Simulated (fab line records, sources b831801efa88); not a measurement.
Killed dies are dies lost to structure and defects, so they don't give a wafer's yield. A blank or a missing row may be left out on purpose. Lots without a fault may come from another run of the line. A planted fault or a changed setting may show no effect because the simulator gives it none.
Which tool did it? | flow sfq_line | 7 lots, 21 wafers sampled, at 1 step of a route of 325

WHAT THE GAUGES READ, wafer by wafer
SFQ_M3_RS_MEAS_919: measures by four-point-probe.
lot  | measured     | on            | M3_NB_RS (ohm/sq)
L642 | day 20 23:28 | film_metro-02 | 0.887 0.879 0.875
L647 | day 31 05:22 | film_metro-02 | 0.872 0.879 0.882
L649 | day 38 06:39 | film_metro-03 | 0.878 0.880 0.875
L652 | day 39 07:27 | film_metro-01 | 0.861 0.861 0.864
L657 | day 41 21:44 | film_metro-03 | 0.864 0.865 0.855
L660 | day 47 01:13 | film_metro-03 | 0.869 0.865 0.878
L663 | day 47 09:39 | film_metro-02 | 0.862 0.859 0.857

WHICH TOOL RAN EACH LOT (tool, then ch and the chambers of the sampled wafers, then the start)
The record holds no process step before these readings.

THE ANSWER, worked out from the rows above alone
Rule: what is usual is taken from the lots themselves. Put in order of their means at a reading, lots are off if they are a third of the lots or fewer, leave a main group of 4 or more, and stand apart from it by a gap of 3 or more times the standard deviation of the main group's means; of several such gaps the widest counts. A main group whose means are all the same, to the digits that the tables above print for the reading, isn't used. A lot without any number at a reading at which 4 lots or more have one is off too. The other lots that the step has rows for count as sound.
No lot is off at any reading shown: from this, nothing can be told.

WHAT THE SIMULATOR HAD PUT IN
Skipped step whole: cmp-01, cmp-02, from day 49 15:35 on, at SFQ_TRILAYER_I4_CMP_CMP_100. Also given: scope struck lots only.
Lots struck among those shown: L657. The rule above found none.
